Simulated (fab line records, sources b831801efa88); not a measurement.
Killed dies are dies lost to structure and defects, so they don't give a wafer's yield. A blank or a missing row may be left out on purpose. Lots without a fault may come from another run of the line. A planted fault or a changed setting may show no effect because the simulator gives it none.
fab line records | flow gf180mcu
record lots=24 wafers=72 last_day=34
route steps=602 shown M2@362 M3@414 V3@455 M4@456 PASSIVATION@587
lots that met no fault: from a run of the same line without faults
start_h: hours from the record's first day to the start of the lot's first wafer shown | wait_h: hours since the lot's step before | " the same as in the row above | L1.1+2: a row that stands for several wafers | - no value, or no start given | * or withheld: withheld | < > ~ a bound
route shown NAME@n: a module of which the file shows steps, and the number in the route of the first | usual: mean/standard deviation of fault-free wafers | same: alike in all rows | chamber/n: place in a boat | sites: the reading at each site | _std_site: their standard deviation | _edge_site: outer sites' mean less inner sites' | radius_mm: how far each site lies from the wafer's centre | mask NAME#n: copy n | behind: the tool/chamber that last shaped the wafer | hold: why the lot was held/for how many hours/how that ended | device: the transistor (n, p or np) that didn't switch | end of line: the same wafers' tests at the end of the route | a step without rows: its recipe alone | killed: dies lost to structure and defects at the first sort, not the wafer's yield | map: a wafer's dies, x killed, . not, _ none there
set.NAME: the setting as run; set.NAME@STEP: as run at that earlier step | model.NAME: the simulator's own value behind a step, which no gauge read
steps of the route over a sample of lots; a table a step, a row a wafer
services: from which hour (start_h, from the record's first day; less than 0 if before it) a tool's chamber was out of use, for how many hours, and why
## steps
# step GF_M2_SPUTTER_00
# recipe material=Ti target_thk_nm=37.5 arriving_ion_energy_ev=80 substrate_temp_c=200 chamber_pressure_pa=2 power_w=4000 time_s=150
# usual substrate_temp_c=199.98/0.15 throttle_valve_pct=30.0/0.83
# columns lot.wafer tool chamber start_h wait_h substrate_temp_c throttle_valve_pct
L074.1 pvd_sputter-03 - 412.34 0.2 200.08 29.8
L074.3 " - " " 199.99 29.4
L074.4 " - " " 199.98 29.7
L075.1 pvd_sputter-04 - 418.22 0.1 200.17 29.6
L075.3 " - " " 199.90 29.3
L075.5 " - " " 199.77 29.9
L076.1 pvd_sputter-04 - 424.15 0.2 199.92 29.8
L076.2 " - " " 199.80 29.5
L076.3 " - " " 200.19 29.9
L077.1 pvd_sputter-03 - 443.66 0.1 199.88 32.0
L077.5 " - " " 199.86 29.6
L077.6 " - " " 199.91 31.7
L078.2 pvd_sputter-01 - 451.06 0.1 200.30 29.7
L078.3 " - " " 199.99 29.7
L078.5 " - " " 199.92 29.8
L079.2 pvd_sputter-04 - 453.93 0.2 200.04 29.3
L079.3 " - " " 199.92 29.7
L079.4 " - " " 199.85 30.3
L080.1 pvd_sputter-04 - 468.65 0.2 199.71 29.5
L080.3 " - " " 199.56 30.2
L080.6 " - " " 200.30 29.8
L081.2 pvd_sputter-04 - 479.96 0.1 199.70 29.4
L081.4 " - " " 199.81 30.0
L081.6 " - " " 200.12 30.1
L082.2 pvd_sputter-03 - 484.54 0.2 200.04 32.0
L082.3 " - " " 199.76 29.3
L082.6 " - " " 199.75 31.9
L083.2 pvd_sputter-01 - 495.62 0.1 200.07 32.2
L083.4 " - " " 200.07 29.8
L083.6 " - " " 200.14 29.9
L084.3 pvd_sputter-04 - 504.09 0.1 200.11 30.2
L084.4 " - " " 199.89 30.0
L084.5 " - " " 200.02 30.1
L085.1 pvd_sputter-04 - 511.48 0.2 199.90 29.9
L085.5 " - " " 200.07 29.3
L085.6 " - " " 200.11 30.5
L086.2 pvd_sputter-03 - 519.91 0.2 200.04 29.7
L086.4 " - " " 200.33 29.6
L086.5 " - " " 200.00 29.5
L087.2 pvd_sputter-04 - 528.87 0.2 200.05 29.1
L087.3 " - " " 200.15 29.7
L087.5 " - " " 200.10 30.4
L088.1 pvd_sputter-01 - 535.10 0.1 199.81 29.5
L088.4 " - " " 199.99 30.0
L088.6 " - " " 199.84 29.8
L089.4 pvd_sputter-03 - 549.22 0.1 200.05 31.7
L089.5 " - " " 199.69 29.5
L089.6 " - " " 199.96 29.6
L090.1 pvd_sputter-01 - 551.36 0.2 199.96 29.5
L090.5 " - " " 200.07 30.0
L090.6 " - " " 200.10 29.5
L091.1 pvd_sputter-03 - 557.26 0.2 200.20 28.9
L091.2 " - " " 200.04 29.9
L091.5 " - " " 199.95 29.3
L092.1 pvd_sputter-03 - 566.75 0.2 200.06 29.6
L092.2 " - " " 199.98 29.1
L092.4 " - " " 199.99 29.7
L093.3 pvd_sputter-01 - 575.79 0.1 200.10 29.5
L093.4 " - " " 199.92 29.9
L093.5 " - " " 199.73 30.1
L094.3 pvd_sputter-04 - 585.31 0.2 199.75 29.7
L094.4 " - " " 199.89 30.0
L094.5 " - " " 200.00 30.1
L095.2 pvd_sputter-04 - 589.76 0.1 199.76 30.2
L095.4 " - " " 200.07 30.0
L095.6 " - " " 199.88 29.3
L096.1 pvd_sputter-01 - 599.53 0.2 199.85 29.8
L096.2 " - " " 199.94 29.8
L096.6 " - " " 199.92 29.7
L097.2 pvd_sputter-03 - 608.65 0.2 199.83 31.9
L097.4 " - " " 200.06 29.4
L097.5 " - " " 199.98 31.7
# step GF_M2_SPUTTER_02
# recipe material=AlCu target_thk_nm=450 power_w=10600 time_s=23.9 chamber_pressure_pa=0.4
# usual throttle_valve_pct=30.1/0.83
# columns lot.wafer tool chamber start_h wait_h throttle_valve_pct
L074.1 pvd_sputter-03 - 412.47 0.0 29.7
L074.3 " - " " 29.3
L074.4 " - " " 29.8
L075.1 pvd_sputter-04 - 418.35 0.0 29.6
L075.3 " - " " 29.1
L075.5 " - " " 30.2
L076.1 pvd_sputter-04 - 424.28 0.0 29.7
L076.2 " - " " 29.3
L076.3 " - " " 30.2
L077.1 pvd_sputter-03 - 443.79 0.0 32.0
L077.5 " - " " 29.8
L077.6 " - " " 32.1
L078.2 pvd_sputter-01 - 451.20 0.0 29.8
L078.3 " - " " 29.8
L078.5 " - " " 30.1
L079.2 pvd_sputter-04 - 454.06 0.0 29.4
L079.3 " - " " 29.7
L079.4 " - " " 30.2
L080.1 pvd_sputter-04 - 468.78 0.0 29.4
L080.3 " - " " 30.2
L080.6 " - " " 29.7
L081.2 pvd_sputter-04 - 480.09 0.0 29.3
L081.4 " - " " 30.2
L081.6 " - " " 30.2
L082.2 pvd_sputter-03 - 484.67 0.0 31.9
L082.3 " - " " 29.2
L082.6 " - " " 31.7
L083.2 pvd_sputter-01 - 495.75 0.0 32.3
L083.4 " - " " 29.9
L083.6 " - " " 29.6
L084.3 pvd_sputter-04 - 504.22 0.0 29.9
L084.4 " - " " 30.0
L084.5 " - " " 30.1
L085.1 pvd_sputter-04 - 511.61 0.0 30.1
L085.5 " - " " 29.5
L085.6 " - " " 30.0
L086.2 pvd_sputter-03 - 520.04 0.0 29.7
L086.4 " - " " 29.3
L086.5 " - " " 29.9
L087.2 pvd_sputter-04 - 529.00 0.0 29.4
L087.3 " - " " 29.7
L087.5 " - " " 30.3
L088.1 pvd_sputter-01 - 535.23 0.0 29.7
L088.4 " - " " 29.9
L088.6 " - " " 30.2
L089.4 pvd_sputter-03 - 549.35 0.0 32.0
L089.5 " - " " 29.3
L089.6 " - " " 30.1
L090.1 pvd_sputter-01 - 551.49 0.0 30.0
L090.5 " - " " 30.0
L090.6 " - " " 29.9
L091.1 pvd_sputter-03 - 557.39 0.0 29.4
L091.2 " - " " 29.8
L091.5 " - " " 29.3
L092.1 pvd_sputter-03 - 566.88 0.0 29.9
L092.2 " - " " 29.3
L092.4 " - " " 29.6
L093.3 pvd_sputter-01 - 575.92 0.0 29.8
L093.4 " - " " 29.9
L093.5 " - " " 29.8
L094.3 pvd_sputter-04 - 585.44 0.0 29.9
L094.4 " - " " 30.3
L094.5 " - " " 30.1
L095.2 pvd_sputter-04 - 589.89 0.0 30.1
L095.4 " - " " 29.5
L095.6 " - " " 29.2
L096.1 pvd_sputter-01 - 599.66 0.0 30.0
L096.2 " - " " 29.5
L096.6 " - " " 29.8
L097.2 pvd_sputter-03 - 608.78 0.0 31.7
L097.4 " - " " 29.4
L097.5 " - " " 32.0
# step GF_M3_RS_MEAS_05
# recipe thk_meas_gauge=four-point-probe reads=TiN_of_M3_SPUTTER_04+Ti_of_M3_SPUTTER_03+AlCu_of_M3_SPUTTER_02+TiN_of_M3_SPUTTER_01+Ti_of_M3_SPUTTER_00
# usual M3_ALCU_RS=0.0698/0.00076
# columns lot.wafer tool chamber start_h wait_h M3_ALCU_RS[ohm/sq]
L074.1 film_metro-04 - 463.17 0.0 0.0700
L074.3 " - " " 0.0692
L074.4 " - " " 0.0687
L075.1 film_metro-01 - 470.67 0.0 0.0703
L075.3 " - " " 0.0695
L075.5 " - " " 0.0708
L076.1 film_metro-01 - 476.37 0.0 0.0688
L076.2 " - " " 0.0701
L076.3 " - " " 0.0702
L077.1 film_metro-04 - 495.20 0.0 0.0679
L077.5 " - " " 0.0681
L077.6 " - " " 0.0688
L078.2 film_metro-01 - 501.55 0.0 0.0688
L078.3 " - " " 0.0696
L078.5 " - " " 0.0691
L079.2 film_metro-01 - 505.63 0.0 0.0699
L079.3 " - " " 0.0695
L079.4 " - " " 0.0697
L080.1 film_metro-04 - 519.83 0.0 0.0694
L080.3 " - " " 0.0703
L080.6 " - " " 0.0710
L081.2 film_metro-03 - 530.75 0.0 0.0695
L081.4 " - " " 0.0695
L081.6 " - " " 0.0691
L082.2 film_metro-04 - 533.97 0.0 0.0692
L082.3 " - " " 0.0699
L082.6 " - " " 0.0694
L083.2 film_metro-04 - 546.50 0.0 0.0711
L083.4 " - " " 0.0697
L083.6 " - " " 0.0701
L084.3 film_metro-01 - 553.25 0.1 0.0704
L084.4 " - " " 0.0696
L084.5 " - " " 0.0699
L085.1 film_metro-04 - 559.55 0.0 0.0698
L085.5 " - " " 0.0702
L085.6 " - " " 0.0703
L086.2 film_metro-01 - 567.29 0.0 0.0700
L086.4 " - " " 0.0700
L086.5 " - " " 0.0696
L087.2 film_metro-04 - 576.76 0.0 0.0703
L087.3 " - " " 0.0705
L087.5 " - " " 0.0711
L088.1 film_metro-04 - 582.83 0.0 0.0696
L088.4 " - " " 0.0685
L088.6 " - " " 0.0686
L089.4 film_metro-03 - 595.76 0.1 0.0704
L089.5 " - " " 0.0700
L089.6 " - " " 0.0714
L090.1 film_metro-04 - 597.75 0.0 0.0692
L090.5 " - " " 0.0690
L090.6 " - " " 0.0691
L091.1 film_metro-01 - 603.22 0.0 0.0687
L091.2 " - " " 0.0691
L091.5 " - " " 0.0689
L092.1 film_metro-04 - 612.18 0.0 0.0706
L092.2 " - " " 0.0705
L092.4 " - " " 0.0698
L093.3 film_metro-03 - 621.64 0.1 0.0701
L093.4 " - " " 0.0690
L093.5 " - " " 0.0688
L094.3 film_metro-03 - 630.17 0.1 0.0694
L094.4 " - " " 0.0696
L094.5 " - " " 0.0705
L095.2 film_metro-04 - 635.10 0.1 0.0699
L095.4 " - " " 0.0703
L095.6 " - " " 0.0709
L096.1 film_metro-03 - 644.18 0.0 0.0705
L096.2 " - " " 0.0707
L096.6 " - " " 0.0698
L097.2 film_metro-01 - 652.80 0.0 0.0697
L097.4 " - " " 0.0702
L097.5 " - " " 0.0702
# step GF_V3_CMP_26
# recipe stop_on=SiO2 down_force_psi=3.5 platen_rpm=60 t_overpolish_s=15 target_thk_nm=0 pad_velocity_m_s=0.94248
# usual motor_current_A=10.6/0.64 overpolish_run_s=15.001/0.01 time_to_endpoint_s=83/3.3
# columns lot.wafer tool chamber start_h wait_h motor_current_A overpolish_run_s time_to_endpoint_s
L074.4 cmp-01 0 513.35 0.0 11.8 15.003 90
L074.1 " 1 " " 10.4 15.008 80
L074.3 " 2 " " 9.7 15.006 84
L075.3 cmp-02 2 520.72 0.0 10.7 14.993 83
L075.1 " 0 " " 9.8 15.006 86
L075.5 " 2 " " 10.0 14.987 80
L076.2 cmp-02 0 527.01 0.0 10.2 15.017 79
L076.1 " 1 " " 10.8 14.985 81
L076.3 " 2 " " 10.2 14.998 80
L077.1 cmp-01 2 543.90 0.2 10.5 15.004 80
L077.6 " 3 " " 11.3 15.010 81
L077.5 " 0 " " 11.5 14.994 89
L078.3 cmp-02 3 550.16 0.0 10.1 15.017 86
L078.2 " 1 " " 10.3 15.014 78
L078.5 " 0 " " 10.0 15.003 81
L079.4 cmp-02 2 553.88 0.1 10.7 15.009 81
L079.2 " 3 " " 10.6 15.005 81
L079.3 " 0 " " 9.9 14.996 87
L080.3 cmp-01 3 567.99 0.1 10.6 15.007 80
L080.1 " 0 " " 12.0 15.009 89
L080.6 " 2 " " 10.2 15.001 86
L081.4 cmp-01 0 577.85 0.1 11.5 15.012 86
L081.2 " 1 " " 11.0 14.992 81
L081.6 " 0 " " 11.3 15.000 86
L082.3 cmp-01 2 581.25 0.1 11.0 15.009 81
L082.2 " 3 " " 10.6 14.998 81
L082.6 " 1 " " 10.3 14.990 82
L083.4 cmp-02 3 592.73 0.1 10.1 14.987 88
L083.2 " 0 " " 9.4 14.971 85
L083.6 " 2 " " 9.8 14.997 80
L084.3 cmp-02 0 599.72 0.1 10.4 15.007 87
L084.4 " 1 " " 10.3 14.994 85
L084.5 " 3 " " 10.5 15.012 84
L085.1 cmp-01 1 605.40 0.1 11.1 15.001 81
L085.6 " 1 " " 10.4 14.985 82
L085.5 " 2 " " 11.2 15.004 85
L086.4 cmp-02 1 612.75 0.0 10.4 15.009 77
L086.2 " 0 " " 10.2 14.990 78
L086.5 " 1 " " 10.5 15.001 80
L087.3 cmp-01 3 621.63 0.1 11.3 14.979 84
L087.2 " 0 " " 11.0 15.008 89
L087.5 " 2 " " 10.2 14.997 84
L088.4 cmp-01 0 626.29 0.1 12.3 14.993 88
L088.1 " 2 " " 10.4 15.015 83
L088.6 " 0 " " 11.2 14.998 86
L089.4 cmp-02 2 639.56 0.1 10.4 14.980 80
L089.5 " 0 " " 9.6 15.002 85
L089.6 " 1 " " 11.0 15.006 85
L090.1 cmp-01 2 641.46 0.1 10.8 15.017 80
L090.5 " 0 " " 11.9 15.014 83
L090.6 " 1 " " 10.2 14.996 78
L091.2 cmp-02 0 646.64 0.0 9.7 15.010 82
L091.1 " 3 " " 9.7 15.000 79
L091.5 " 1 " " 10.8 14.997 83
L092.4 cmp-02 2 654.20 0.0 10.4 15.001 83
L092.1 " 3 " " 10.0 14.989 86
L092.2 " 0 " " 9.7 14.989 85
L093.3 cmp-02 1 663.71 0.0 11.1 14.989 82
L093.4 " 0 " " 9.6 14.988 88
L093.5 " 2 " " 10.6 14.993 81
L094.3 cmp-02 0 671.31 0.1 9.8 14.983 83
L094.4 " 2 " " 10.3 14.972 81
L094.5 " 3 " " 9.1 14.995 81
L095.4 cmp-02 2 677.19 0.0 10.8 15.017 81
L095.2 " 1 " " 10.6 15.005 87
L095.6 " 2 " " 10.0 15.005 86
L096.1 cmp-02 3 685.48 0.1 10.0 15.012 85
L096.2 " 0 " " 9.8 15.005 87
L096.6 " 0 " " 9.9 15.001 85
L097.2 cmp-01 1 693.44 0.1 11.1 14.997 84
L097.4 " 2 " " 10.2 15.010 85
L097.5 " 0 " " 11.8 14.984 85
# step GF_M4_SPUTTER_00
# recipe material=Ti target_thk_nm=37.5 arriving_ion_energy_ev=80 substrate_temp_c=200 chamber_pressure_pa=2 power_w=4000 time_s=150
# usual substrate_temp_c=200.01/0.16 throttle_valve_pct=30.0/0.77
# columns lot.wafer tool chamber start_h wait_h substrate_temp_c throttle_valve_pct
L074.1 pvd_sputter-04 - 513.65 0.2 200.25 29.6
L074.3 " - " " 199.99 29.2
L074.4 " - " " 199.90 30.0
L075.1 pvd_sputter-04 - 521.02 0.1 199.95 29.7
L075.3 " - " " 199.84 29.9
L075.5 " - " " 200.06 30.0
L076.1 pvd_sputter-03 - 527.31 0.2 199.96 29.6
L076.2 " - " " 200.05 32.1
L076.3 " - " " 200.14 29.3
L077.1 pvd_sputter-04 - 544.05 0.1 200.09 30.0
L077.5 " - " " 200.02 30.3
L077.6 " - " " 200.09 30.3
L078.2 pvd_sputter-04 - 550.46 0.1 200.22 29.3
L078.3 " - " " 200.10 29.9
L078.5 " - " " 200.16 29.2
L079.2 pvd_sputter-04 - 554.13 0.1 200.17 29.7
L079.3 " - " " 199.96 29.4
L079.4 " - " " 200.06 29.4
L080.1 pvd_sputter-04 - 568.24 0.1 199.76 30.4
L080.3 " - " " 200.08 30.0
L080.6 " - " " 199.95 30.1
L081.2 pvd_sputter-01 - 578.10 0.1 199.80 32.2
L081.4 " - " " 200.04 29.6
L081.6 " - " " 199.80 29.8
L082.2 pvd_sputter-03 - 581.45 0.1 200.03 29.3
L082.3 " - " " 200.07 31.5
L082.6 " - " " 200.16 31.9
L083.2 pvd_sputter-03 - 592.98 0.1 200.39 29.2
L083.4 " - " " 200.14 31.9
L083.6 " - " " 199.80 29.6
L084.3 pvd_sputter-04 - 599.97 0.2 199.91 29.9
L084.4 " - " " 200.14 29.5
L084.5 " - " " 200.10 29.5
L085.1 pvd_sputter-01 - 605.70 0.2 200.11 32.0
L085.5 " - " " 200.08 29.9
L085.6 " - " " 199.96 32.2
L086.2 pvd_sputter-04 - 613.05 0.1 200.06 29.9
L086.4 " - " " 200.02 29.3
L086.5 " - " " 200.10 29.5
L087.2 pvd_sputter-04 - 621.88 0.1 199.71 29.2
L087.3 " - " " 199.99 29.6
L087.5 " - " " 199.82 29.4
L088.1 pvd_sputter-01 - 626.54 0.1 200.00 29.8
L088.4 " - " " 200.09 32.2
L088.6 " - " " 200.12 29.6
L089.4 pvd_sputter-03 - 639.76 0.1 200.10 29.8
L089.5 " - " " 200.18 29.3
L089.6 " - " " 200.08 29.7
L090.1 pvd_sputter-03 - 641.66 0.1 200.21 32.2
L090.5 " - " " 200.05 29.7
L090.6 " - " " 199.84 29.2
L091.1 pvd_sputter-04 - 646.94 0.1 200.03 29.8
L091.2 " - " " 199.96 30.2
L091.5 " - " " 200.09 29.5
L092.1 pvd_sputter-04 - 654.50 0.2 199.80 30.3
L092.2 " - " " 199.61 29.6
L092.4 " - " " 199.93 29.4
L093.3 pvd_sputter-04 - 664.01 0.2 199.84 29.2
L093.4 " - " " 200.06 29.8
L093.5 " - " " 200.07 30.0
L094.3 pvd_sputter-04 - 671.56 0.2 199.96 30.3
L094.4 " - " " 200.40 29.3
L094.5 " - " " 200.03 30.1
L095.2 pvd_sputter-04 - 677.49 0.1 199.67 30.0
L095.4 " - " " 200.17 29.2
L095.6 " - " " 200.11 30.2
L096.1 pvd_sputter-01 - 685.78 0.2 200.17 29.7
L096.2 " - " " 200.33 29.7
L096.6 " - " " 200.17 29.6
L097.2 pvd_sputter-01 - 693.71 0.2 200.08 29.7
L097.4 " - " " 199.86 32.0
L097.5 " - " " 199.87 32.1
# step GF_PASSIVATION_CVD_00
# recipe material=SiO2 target_thk_nm=1000 precursor=TEOS temp_c=400 time_s=111.95 rf_w=600
# usual heater_power_w=642/80
# columns lot.wafer tool chamber start_h wait_h heater_power_w
L074.1 pecvd-01 1 649.69 0.0 701
L074.3 " 0 " " 781
L074.4 " 2 " " 662
L075.1 pecvd-01 2 657.06 0.0 592
L075.3 " 1 " " 714
L075.5 " 0 " " 595
L076.1 pecvd-01 2 662.33 0.0 668
L076.2 " 1 " " 699
L076.3 " 0 " " 701
L077.1 pecvd-01 1 676.27 0.0 744
L077.5 " 2 " " 588
L077.6 " 1 " " 607
L078.2 pecvd-01 1 680.98 0.0 730
L078.3 " 2 " " 611
L078.5 " 1 " " 594
L079.2 pecvd-01 2 684.66 0.0 728
L079.3 " 1 " " 636
L079.4 " 2 " " 589
L080.1 pecvd-03 1 697.69 0.0 538
L080.3 " 2 " " 705
L080.6 " 2 " " 560
L081.2 pecvd-03 2 706.27 0.0 682
L081.4 " 1 " " 509
L081.6 " 2 " " 715
L082.2 pecvd-03 0 708.82 0.0 635
L082.3 " 2 " " 596
L082.6 " 1 " " 561
L083.2 pecvd-01 1 718.67 0.0 663
L083.4 " 2 " " 681
L083.6 " 1 " " 725
L084.3 pecvd-03 2 724.87 0.0 672
L084.4 " 0 " " 526
L084.5 " 2 " " 704
L085.1 pecvd-03 1 727.89 0.0 438
L085.5 " 2 " " 692
L085.6 " 1 " " 499
L086.2 pecvd-03 2 734.48 0.0 621
L086.4 " 1 " " 532
L086.5 " 2 " " 651
L087.2 pecvd-03 2 742.86 0.0 536
L087.3 " 0 " " 569
L087.5 " 2 " " 607
L088.1 pecvd-02 0 747.41 0.0 619
L088.4 " 2 " " 557
L088.6 " 0 " " 648
L089.4 pecvd-01 0 757.01 0.0 754
L089.5 " 2 " " 704
L089.6 " 1 " " 595
L090.1 pecvd-03 2 759.54 0.0 691
L090.5 " 0 " " 615
L090.6 " 2 " " 558
L091.1 pecvd-02 2 762.70 0.0 609
L091.2 " 0 " " 678
L091.5 " 0 " " 553
L092.1 pecvd-03 1 768.72 0.0 490
L092.2 " 0 " " 633
L092.4 " 0 " " 525
L093.3 pecvd-01 0 777.59 0.0 708
L093.4 " 0 " " 769
L093.5 " 1 " " 604
L094.3 pecvd-02 0 782.20 0.0 662
L094.4 " 2 " " 664
L094.5 " 1 " " 741
L095.2 pecvd-01 1 788.90 0.0 741
L095.4 " 2 " " 705
L095.6 " 1 " " 742
L096.1 pecvd-02 1 796.00 0.0 643
L096.2 " 0 " " 636
L096.6 " 0 " " 678
L097.2 pecvd-01 2 802.14 0.0 578
L097.4 " 1 " " 602
L097.5 " 0 " " 769
## services
# columns tool chamber start_h hours kind
pvd_sputter-01 - 392.14 8.0 repair
cmp-01 - 404.01 3.4 pm
cmp-02 - 404.14 4.0 pm
pecvd-01 - 410.77 2.8 pm
cmp-02 - 419.83 1.4 repair
cmp-02 - 442.38 5.4 repair
cmp-02 - 481.11 0.8 repair
pvd_sputter-04 - 493.46 2.8 repair
pvd_sputter-04 - 554.87 3.7 repair
cmp-02 - 558.46 12.7 repair
pecvd-01 - 559.01 0.4 repair
cmp-02 - 568.88 0.8 repair
pvd_sputter-03 - 574.38 6.9 repair
pecvd-01 - 590.69 1.9 repair
pvd_sputter-01 - 614.00 0.5 repair
pvd_sputter-04 - 624.07 1.3 repair
pecvd-01 - 627.65 0.7 repair
cmp-02 - 689.28 0.2 repair
cmp-02 - 692.81 1.1 repair
cmp-02 - 697.86 5.9 pm
cmp-02 - 710.82 0.9 repair
cmp-02 - 744.31 4.0 pm
cmp-02 - 796.97 1.5 repair
cmp-02 - 801.88 1.1 repair
## key
fault none
